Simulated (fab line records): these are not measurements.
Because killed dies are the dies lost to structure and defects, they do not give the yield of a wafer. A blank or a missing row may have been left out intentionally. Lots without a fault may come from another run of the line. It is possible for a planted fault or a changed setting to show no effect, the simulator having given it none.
What tool caused it? :: flow sky130 :: 12 lots with 36 wafers sampled at 4 steps, on a route of 708 steps

WHAT THE GAUGES READ, wafer by wafer
No reading from a measuring or inspecting step in the record can be judged against a usual standard deviation.

WHAT TOOL EACH LOT RAN ON (gives the tool, then ch and the chambers of the sampled wafers, and finally the start)
lot: L908
SKY_FIELD_ISO_ETCH_15: rie diel-03 ch 0,1,2, day 2 08:56
SKY_NWELL_IMPLANT_12: implanter-04 ch 0, day 4 15:06
SKY_NWELL_STRIP_14: plasma asher-01 ch 0,1, day 4 15:23
SKY_VT_ADJUST_HVTP_STRIP_10: plasma asher-01 ch 0,1, day 6 03:58

lot: L909
SKY_FIELD_ISO_ETCH_15: rie diel-01 ch 0,3, day 2 16:35
SKY_NWELL_IMPLANT_12: implanter-04 ch 0, day 5 00:34
SKY_NWELL_STRIP_14: plasma asher-01 ch 0, day 5 00:50
SKY_VT_ADJUST_HVTP_STRIP_10: plasma asher-04 ch 0, day 6 14:00

lot: L910
SKY_FIELD_ISO_ETCH_15: rie diel-03 ch 1,3, day 2 19:10
SKY_NWELL_IMPLANT_12: implanter-02 ch 0, day 5 02:36
SKY_NWELL_STRIP_14: plasma asher-04 ch 0,1, day 5 02:54
SKY_VT_ADJUST_HVTP_STRIP_10: plasma asher-01 ch 0, day 6 16:22

lot: L913
SKY_FIELD_ISO_ETCH_15: rie diel-01 ch 0,1,2, day 3 06:16
SKY_NWELL_IMPLANT_12: implanter-04 ch 0, day 5 16:26
SKY_NWELL_STRIP_14: plasma asher-04 ch 0,1, day 5 16:44
SKY_VT_ADJUST_HVTP_STRIP_10: plasma asher-01 ch 0,1, day 7 06:56

lot: L914
SKY_FIELD_ISO_ETCH_15: rie diel-03 ch 0,1,2, day 3 11:11
SKY_NWELL_IMPLANT_12: implanter-02 ch 0, day 5 21:03
SKY_NWELL_STRIP_14: plasma asher-01 ch 0,1, day 5 21:21
SKY_VT_ADJUST_HVTP_STRIP_10: plasma asher-01 ch 0,1, day 7 11:50

lot: L915
SKY_FIELD_ISO_ETCH_15: rie diel-04 ch 0,1,3, day 3 15:50
SKY_NWELL_IMPLANT_12: implanter-04 ch 0, day 6 02:35
SKY_NWELL_STRIP_14: plasma asher-04 ch 0,1, day 6 02:53
SKY_VT_ADJUST_HVTP_STRIP_10: plasma asher-04 ch 0,1, day 7 18:34

lot: L916
SKY_FIELD_ISO_ETCH_15: rie diel-04 ch 0,2,3, day 3 21:01
SKY_NWELL_IMPLANT_12: implanter-02 ch 0, day 6 07:48
SKY_NWELL_STRIP_14: plasma asher-03 ch 0,1, day 6 08:06
SKY_VT_ADJUST_HVTP_STRIP_10: plasma asher-01 ch 0,1, day 7 23:19

lot: L923
SKY_FIELD_ISO_ETCH_15: rie diel-01 ch 1,2,3, day 5 12:05
SKY_NWELL_IMPLANT_12: implanter-04 ch 0, day 8 04:01
SKY_NWELL_STRIP_14: plasma asher-01 ch 0,1, day 8 04:17
SKY_VT_ADJUST_HVTP_STRIP_10: plasma asher-02 ch 0,1, day 10 00:16

lot: L925
SKY_FIELD_ISO_ETCH_15: rie diel-01 ch 0,2,3, day 5 22:14
SKY_NWELL_IMPLANT_12: implanter-02 ch 0, day 8 16:49
SKY_NWELL_STRIP_14: plasma asher-03 ch 0,1, day 8 17:04
SKY_VT_ADJUST_HVTP_STRIP_10: plasma asher-01 ch 0,1, day 10 14:58

lot: L928
SKY_FIELD_ISO_ETCH_15: rie diel-03 ch 0,1,2, day 6 13:44
SKY_NWELL_IMPLANT_12: implanter-02 ch 0, day 9 09:21
SKY_NWELL_STRIP_14: plasma asher-04 ch 0,1, day 9 09:38
SKY_VT_ADJUST_HVTP_STRIP_10: plasma asher-02 ch 0, day 11 08:13

lot: L930
SKY_FIELD_ISO_ETCH_15: rie diel-04 ch 0,2,3, day 7 01:01
SKY_NWELL_IMPLANT_12: implanter-02 ch 0, day 9 23:19
SKY_NWELL_STRIP_14: plasma asher-04 ch 0,1, day 9 23:35
SKY_VT_ADJUST_HVTP_STRIP_10: plasma asher-01 ch 0,1, day 11 22:59

lot: L931
SKY_FIELD_ISO_ETCH_15: rie diel-01 ch 0,1,2, day 7 07:07
SKY_NWELL_IMPLANT_12: implanter-02 ch 0, day 10 07:02
SKY_NWELL_STRIP_14: plasma asher-01 ch 0,1, day 10 07:20
SKY_VT_ADJUST_HVTP_STRIP_10: plasma asher-02 ch 0,1, day 12 06:55
- SKY_FIELD_ISO_ETCH_15: etches the open film in CHF3/O2, stops on Si, target depth 180 nm, time 72 s.
- SKY_NWELL_IMPLANT_12
- SKY_NWELL_STRIP_14: strips in O2/N2.
- SKY_VT_ADJUST_HVTP_STRIP_10: strips in O2/N2.

AS READ BY THE TOOLS THEMSELVES (means over the sampled wafers that have a number; for cases with no such wafer, the mark the record gives instead)
SKY_FIELD_ISO_ETCH_15.
lot: L908
tool: rie diel-03
bias w (W): 200.4
drypump motor current A (A): 5.9
oes product au (a.u.): 0.951
throttle valve pct (%): 8.853

lot: L909
tool: rie diel-01
bias w (W): 199.9
drypump motor current A (A): 5.9
oes product au (a.u.): 0.936
throttle valve pct (%): 8.839

lot: L910
tool: rie diel-03
bias w (W): 199.6
drypump motor current A (A): 5.5
oes product au (a.u.): 0.935
throttle valve pct (%): 8.851

lot: L913
tool: rie diel-01
bias w (W): 200.2
drypump motor current A (A): 5.7
oes product au (a.u.): 0.949
throttle valve pct (%): 8.834

lot: L914
tool: rie diel-03
bias w (W): 199.9
drypump motor current A (A): 5.9
oes product au (a.u.): 0.946
throttle valve pct (%): 8.839

lot: L915
tool: rie diel-04
bias w (W): 199.8
drypump motor current A (A): 5.8
oes product au (a.u.): 0.945
throttle valve pct (%): 8.843

lot: L916
tool: rie diel-04
bias w (W): 199.0
drypump motor current A (A): 5.8
oes product au (a.u.): 0.944
throttle valve pct (%): 8.836

lot: L923
tool: rie diel-01
bias w (W): 200.4
drypump motor current A (A): 5.8
oes product au (a.u.): 0.951
throttle valve pct (%): 8.839

lot: L925
tool: rie diel-01
bias w (W): 199.9
drypump motor current A (A): 5.9
oes product au (a.u.): 0.954
throttle valve pct (%): 8.839

lot: L928
tool: rie diel-03
bias w (W): 200.0
drypump motor current A (A): 5.9
oes product au (a.u.): 0.939
throttle valve pct (%): 8.844

lot: L930
tool: rie diel-04
bias w (W): 200.1
drypump motor current A (A): 5.8
oes product au (a.u.): 0.934
throttle valve pct (%): 8.835

lot: L931
tool: rie diel-01
bias w (W): 199.8
drypump motor current A (A): 5.7
oes product au (a.u.): 0.959
throttle valve pct (%): 8.849

SKY_NWELL_IMPLANT_12.
lot: L908
tool: implanter-04
beam energy keV: 120.04

lot: L909
tool: implanter-04
beam energy keV: 119.96

lot: L910
tool: implanter-02
beam energy keV: 120.00

lot: L913
tool: implanter-04
beam energy keV: 120.04

lot: L914
tool: implanter-02
beam energy keV: 130.55

lot: L915
tool: implanter-04
beam energy keV: 120.02

lot: L916
tool: implanter-02
beam energy keV: 130.52

lot: L923
tool: implanter-04
beam energy keV: 119.98

lot: L925
tool: implanter-02
beam energy keV: 119.99

lot: L928
tool: implanter-02
beam energy keV: 120.01

lot: L930
tool: implanter-02
beam energy keV: 119.98

lot: L931
tool: implanter-02
beam energy keV: 120.05

SKY_NWELL_STRIP_14.
lot: L908
tool: plasma asher-01
drypump motor current A (A): 5.11
oes product au (a.u.): 0.724
strip time to endpoint s (s): 36.90

lot: L909
tool: plasma asher-01
drypump motor current A (A): 5.07
oes product au (a.u.): 0.725
strip time to endpoint s (s): 37.00

lot: L910
tool: plasma asher-04
drypump motor current A (A): 5.67
oes product au (a.u.): 0.724
strip time to endpoint s (s): 36.99

lot: L913
tool: plasma asher-04
drypump motor current A (A): 5.68
oes product au (a.u.): 0.722
strip time to endpoint s (s): 36.75

lot: L914
tool: plasma asher-01
drypump motor current A (A): 5.13
oes product au (a.u.): 0.720
strip time to endpoint s (s): 37.06

lot: L915
tool: plasma asher-04
drypump motor current A (A): 5.67
oes product au (a.u.): 0.723
strip time to endpoint s (s): 37.14

lot: L916
tool: plasma asher-03
drypump motor current A (A): 5.66
oes product au (a.u.): 0.725
strip time to endpoint s (s): 36.88

lot: L923
tool: plasma asher-01
drypump motor current A (A): 5.10
oes product au (a.u.): 0.722
strip time to endpoint s (s): 36.94

lot: L925
tool: plasma asher-03
drypump motor current A (A): 5.68
oes product au (a.u.): 0.723
strip time to endpoint s (s): 36.96

lot: L928
tool: plasma asher-04
drypump motor current A (A): 5.62
oes product au (a.u.): 0.722
strip time to endpoint s (s): 36.89

lot: L930
tool: plasma asher-04
drypump motor current A (A): 5.65
oes product au (a.u.): 0.721
strip time to endpoint s (s): 36.94

lot: L931
tool: plasma asher-01
drypump motor current A (A): 5.12
oes product au (a.u.): 0.727
strip time to endpoint s (s): 36.97

SKY_VT_ADJUST_HVTP_STRIP_10.
lot: L908
tool: plasma asher-01
drypump motor current A (A): 5.1
oes product au (a.u.): 0.721
strip time to endpoint s (s): 14.19

lot: L909
tool: plasma asher-04
drypump motor current A (A): 5.7
oes product au (a.u.): 0.719
strip time to endpoint s (s): 14.22

lot: L910
tool: plasma asher-01
drypump motor current A (A): 5.1
oes product au (a.u.): 0.717
strip time to endpoint s (s): 14.21

lot: L913
tool: plasma asher-01
drypump motor current A (A): 5.1
oes product au (a.u.): 0.711
strip time to endpoint s (s): 14.21

lot: L914
tool: plasma asher-01
drypump motor current A (A): 5.1
oes product au (a.u.): 0.716
strip time to endpoint s (s): 14.18

lot: L915
tool: plasma asher-04
drypump motor current A (A): 5.6
oes product au (a.u.): 0.717
strip time to endpoint s (s): 14.18

lot: L916
tool: plasma asher-01
drypump motor current A (A): 5.1
oes product au (a.u.): 0.716
strip time to endpoint s (s): 14.22

lot: L923
tool: plasma asher-02
drypump motor current A (A): 5.9
oes product au (a.u.): 0.718
strip time to endpoint s (s): 14.13

lot: L925
tool: plasma asher-01
drypump motor current A (A): 5.1
oes product au (a.u.): 0.715
strip time to endpoint s (s): 14.15

lot: L928
tool: plasma asher-02
drypump motor current A (A): 5.7
oes product au (a.u.): 0.714
strip time to endpoint s (s): 14.16

lot: L930
tool: plasma asher-01
drypump motor current A (A): 5.1
oes product au (a.u.): 0.710
strip time to endpoint s (s): 14.20

lot: L931
tool: plasma asher-02
drypump motor current A (A): 5.8
oes product au (a.u.): 0.719
strip time to endpoint s (s): 14.19

THE ANSWER, worked out from the rows above alone
Rule: the lots themselves supply what counts as usual. The widest of any qualifying gaps counts: lots, ordered by their means at a reading, are off when they make up no more than a third of the lots, leave a main group of 4 or more, and stand apart from it by 3 or more times the standard deviation of that group's means. The tables above print the reading to a certain number of digits; a main group whose means all agree to those digits is not used. Also off: a lot with no number at a reading for which 4 or more lots have one. All remaining lots with rows at the step are treated as sound. The gauges are gone through in route order, then the tools' own readings, and for those a lot's mean is taken as printed above. The first step at which some lot is off is used, and at that step the reading that is off furthest; a lot without a number counts as furthest.
Off at SKY_NWELL_IMPLANT_12 (beam energy keV): L914, L916. The main group has a mean of 120.01 with a standard deviation of 0.029.
A tool fits if, at that step or a process step before it, it ran every lot that is off, and no sound lot after the first of them. No candidate that was tried fits.

WHAT THE SIMULATOR HAD PUT IN
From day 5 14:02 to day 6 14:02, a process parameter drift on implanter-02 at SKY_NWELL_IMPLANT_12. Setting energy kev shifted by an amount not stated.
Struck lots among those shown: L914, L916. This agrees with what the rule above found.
